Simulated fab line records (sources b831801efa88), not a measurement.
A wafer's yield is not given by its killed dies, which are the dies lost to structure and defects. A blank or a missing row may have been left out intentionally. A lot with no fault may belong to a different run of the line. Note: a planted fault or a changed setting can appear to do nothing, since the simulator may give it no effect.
Which tool is to blame? | flow sfq_line | Sampling: 6 lots, 18 wafers, 2 of 325 route steps

== WHAT THE GAUGES READ, wafer by wafer ==
SFQ_M0_RS_MEAS_904: uses a four-point probe to measure.
lot  | measured     | on            | M0_NB_RS (ohm/sq)
L653 | day 5 05:44  | film_metro-04 | 0.890 0.893 0.890
L655 | day 5 17:43  | film_metro-04 | 0.871 0.883 0.869
L657 | day 6 05:50  | film_metro-01 | 0.889 0.881 0.879
L659 | day 6 17:54  | film_metro-01 | 0.883 0.882 0.864
L665 | day 8 06:50  | film_metro-01 | 0.904 0.804 0.877
L673 | day 10 08:41 | film_metro-01 | 0.877 0.875 0.874

== TOOL THAT RAN EACH LOT (tool first, then ch and the chambers of the sampled wafers, then the start) ==
lot  | SFQ_TRILAYER_M0_DEP_SPUTTER_019
L653 | pvd_sputter-06, day 5 05:39
L655 | pvd_sputter-05, day 5 17:38
L657 | pvd_sputter-05, day 6 05:45
L659 | pvd_sputter-04, day 6 17:45
L665 | pvd_sputter-04, day 8 06:44
L673 | pvd_sputter-05, day 10 08:36
- SFQ_TRILAYER_M0_DEP_SPUTTER_019: material Nb, target thk 200 nm, time 133.3 s.

== THE ANSWER, worked out from the rows above alone ==
Rule: the usual values come from the lots themselves. Put in order of their means at a reading, lots are off if they are a third of the lots or fewer, leave a main group of 4 or more, and stand apart from it by a gap of 3 or more times the standard deviation of the main group's means; of several such gaps the widest counts. The tables above print the reading to a certain number of digits; a main group whose means all agree to those digits is not used. A lot without any number at a reading at which 4 lots or more have one is off too. All remaining lots with rows at the step are treated as sound.
Across all readings shown, no lot is off: no conclusion can be drawn from this.

== WHAT HAD BEEN PUT IN BY THE SIMULATOR ==
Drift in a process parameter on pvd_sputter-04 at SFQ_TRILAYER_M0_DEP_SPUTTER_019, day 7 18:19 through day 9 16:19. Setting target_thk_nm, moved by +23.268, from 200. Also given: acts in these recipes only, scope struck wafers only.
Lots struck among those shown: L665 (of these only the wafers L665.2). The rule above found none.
